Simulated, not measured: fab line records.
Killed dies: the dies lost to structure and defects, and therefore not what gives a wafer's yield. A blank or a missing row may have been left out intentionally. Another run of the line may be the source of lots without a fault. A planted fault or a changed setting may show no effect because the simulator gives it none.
Struck lot and sound lot, side by side | flow sky130 | 32 steps out of a route of 708
Sound: these wafers, L954.1, L954.4, L954.5. Wafers L960.1, L960.5, L960.6 were the ones struck. The cause is given at the end.
Order at every step that has rows: each side's tool, ch and its chambers, its first start. Under that, the readings that differ: sound wafers | struck wafers | difference of the means | sigmas: that difference in standard deviations of wafers without a fault.
alike: readings with means less than 2 such deviations apart, plus words and numbers identical on both sides. not compared: withheld readings, readings lacking a value on some wafer, bounds such as >300 that could conceal the same value, and numbers that have no deviation in the record and whose values overlap.
Wherever a step has rows on one side only, a row that says differs or no value, or a row with sigmas, the two part there. When numbers do not overlap yet have no deviation, they are printed without sigmas and do not part them. A reading that every wafer of one side lacks parts them only if that side has two wafers or more.

first, 3 steps without rows for these wafers: SKY_VIA1_STRIP_17 (strips in post etch residue remover, time 1200 s); SKY_VIA1_CLEAN_18 (cleans in IPA, time 180 s); SKY_VIA1_CLEAN_19 (cleans in O3/DIW).
SKY_VIA1_SPUTTER_20: material TiN, target thk 20 nm, time 80 s.
  struck on pvd_sputter-04, day 36 10:14; sound on pvd_sputter-04, day 35 08:08
  alike: throttle_valve_pct
then, 1 step without rows for these wafers: SKY_VIA1_CVD_21 (deposits W, target thk 270 nm, time 80.902 s).
SKY_VIA1_RS_MEAS_22: measurement is done with a four-point probe.
  struck on film_metro-03, day 36 10:23; sound on film_metro-03, day 35 08:17
  alike: VIA1_W_RS
SKY_VIA1_THK_MEAS_23: measures by xrf.
  struck on film_metro-03, day 36 10:31; sound on film_metro-03, day 35 08:24
  alike: VIA1_W_THK
then, 1 step without rows for these wafers: SKY_VIA1_CMP_24 (polishes, stops on SiO2, t overpolish 15 s, target thk 0 nm).
SKY_METAL2_SPUTTER_00: material Ti, target thk 15 nm, time 10 s.
  struck on pvd_sputter-02, day 36 10:52; sound on pvd_sputter-02, day 35 08:46
  alike: throttle_valve_pct
then, 1 step without rows for these wafers: SKY_METAL2_SPUTTER_01 (material TiN, target thk 20 nm, time 16.7 s).
SKY_METAL2_SPUTTER_02: material AlCu, target thk 250 nm, time 13.3 s.
  struck on pvd_sputter-02, day 36 10:55; sound on pvd_sputter-02, day 35 08:49
  alike: throttle_valve_pct
then, 1 step without rows for these wafers: SKY_METAL2_SPUTTER_03 (material Ti, target thk 5 nm, time 3.3 s).
SKY_METAL2_SPUTTER_04: material TiN, target thk 70 nm, time 58.3 s.
  struck on pvd_sputter-02, day 36 10:58; sound on pvd_sputter-02, day 35 08:51
  reading                                    | sound             | struck            | difference | sigmas
  model.TiN_of_METAL2_SPUTTER_04.thk_nm (nm) | 71.77 71.79 71.09 | 39.62 39.78 39.62 | -31.88     |
  alike: throttle_valve_pct
SKY_METAL2_RS_MEAS_05: measurement is done with a four-point probe.
  struck on film_metro-01, day 36 11:01; sound on film_metro-01, day 35 08:54
  reading                 | sound                | struck               | difference | sigmas
  METAL2_ALCU_RS (ohm/sq) | 0.1241 0.1251 0.1244 | 0.1275 0.1271 0.1276 | +0.0029    | +2
SKY_METAL2_THK_MEAS_06: measures by xrf.
  struck on film_metro-01, day 36 11:08; sound on film_metro-01, day 35 09:01
  reading              | sound       | struck      | difference | sigmas
  METAL2_ALCU_THK (nm) | 254 254 251 | 264 263 263 | +10        | +3
then, 8 steps without rows for these wafers: SKY_METAL2_DEHYDRATE_07 (time 60 s); SKY_METAL2_HMDS_08 (prime time 60 s); SKY_METAL2_COAT_09 (resist thk 60 nm); SKY_METAL2_COAT_10 (resist thk 450 nm); SKY_METAL2_SOFTBAKE_11 (time 90 s); SKY_METAL2_EXPOSE_12 (exposes mask MM2, target cd 140 nm); SKY_METAL2_PEB_13; SKY_METAL2_DEVELOP_14 (develop time 60 s).
SKY_METAL2_CD_MEAS_15 targets a cd of 140 nm.
  struck on cd_sem-01, day 37 11:56; sound on cd_sem-01, day 36 11:17
  alike: cd_nm
SKY_METAL2_OVL_MEAS_16:
  struck on overlay-01, day 37 12:04; sound on overlay-01, day 36 11:47
  alike: METAL2_OVL
then, 2 steps without rows for these wafers: SKY_METAL2_DESCUM_17 (chemistry O2, time 8 s); SKY_METAL2_ETCH_18 (etches BARC in N2/H2, stops on SiO2, time 45.9 s, target depth 60 nm).
SKY_METAL2_METAL_ETCH_19: etches the open film in Cl2/BCl3, stops on SiO2, target depth 360 nm, time 78 s.
  sound on rie_metal-04 ch 0,1, day 36 11:55; struck on rie_metal-01 ch 0,1, day 37 12:11
  reading               | sound             | struck            | difference | sigmas
  oes_product_au (a.u.) | 0.864 0.868 0.864 | 0.838 0.847 0.840 | -0.024     | -4
  alike: drypump_motor_current_A, he_backside_leak_sccm, throttle_valve_pct
  not compared: rf_hours_counter_h
SKY_METAL2_STRIP_20: strips in O2/N2.
  sound on plasma_asher-01 ch 0,1, day 36 12:01; struck on plasma_asher-04 ch 0,1, day 37 12:17
  alike: drypump_motor_current_A, oes_product_au, strip_time_to_endpoint_s
  not compared: rf_hours_counter_h
SKY_METAL2_STRIP_21: strips in post etch residue remover, time 1200 s.
  sound on wet_bench-04 ch 1, day 36 12:20; struck on wet_bench-01 ch 3, day 37 12:23
  reading                                    | sound             | struck           | difference | sigmas
  model.TiN_of_METAL2_SPUTTER_04.thk_nm (nm) | 71.34 71.37 70.67 | 39.2 39.36 39.21 | -31.9      |
  alike: bath_guard_temp_C
then, 1 step without rows for these wafers: SKY_METAL2_CLEAN_22 (cleans in IPA, time 180 s).
-- the record jumps here: 10 days lie between the struck wafers' starts before and after (it left off in module METAL2 and takes up again in module PAD_OPEN, whose first step shown is number 708 of the route) --
SKY_PAD_OPEN_PROBE_99:
  struck on prober-02, day 47 14:55; sound on prober-02, day 47 03:58
  reading                       | sound             | struck            | difference | sigmas
  model.etest.via2_chain.rc_ohm | 10.27 10.08 10.35 | 9.167 9.044 9.136 | -1.118     |
  alike: killed_at_M0_to_M3, killed_at_M4_up, killed_at_contacts, killed_at_front_end, killed_at_other, killed_dies, killed_on_rim, killed_open, killed_short

## WHERE THEY PART
Last at SKY_METAL2_METAL_ETCH_19 as far as this record goes, first at SKY_METAL2_RS_MEAS_05. Later steps at which nothing parts them and some readings are alike: SKY_METAL2_STRIP_20, SKY_METAL2_STRIP_21, SKY_PAD_OPEN_PROBE_99.

WHY: whatever the simulator had introduced
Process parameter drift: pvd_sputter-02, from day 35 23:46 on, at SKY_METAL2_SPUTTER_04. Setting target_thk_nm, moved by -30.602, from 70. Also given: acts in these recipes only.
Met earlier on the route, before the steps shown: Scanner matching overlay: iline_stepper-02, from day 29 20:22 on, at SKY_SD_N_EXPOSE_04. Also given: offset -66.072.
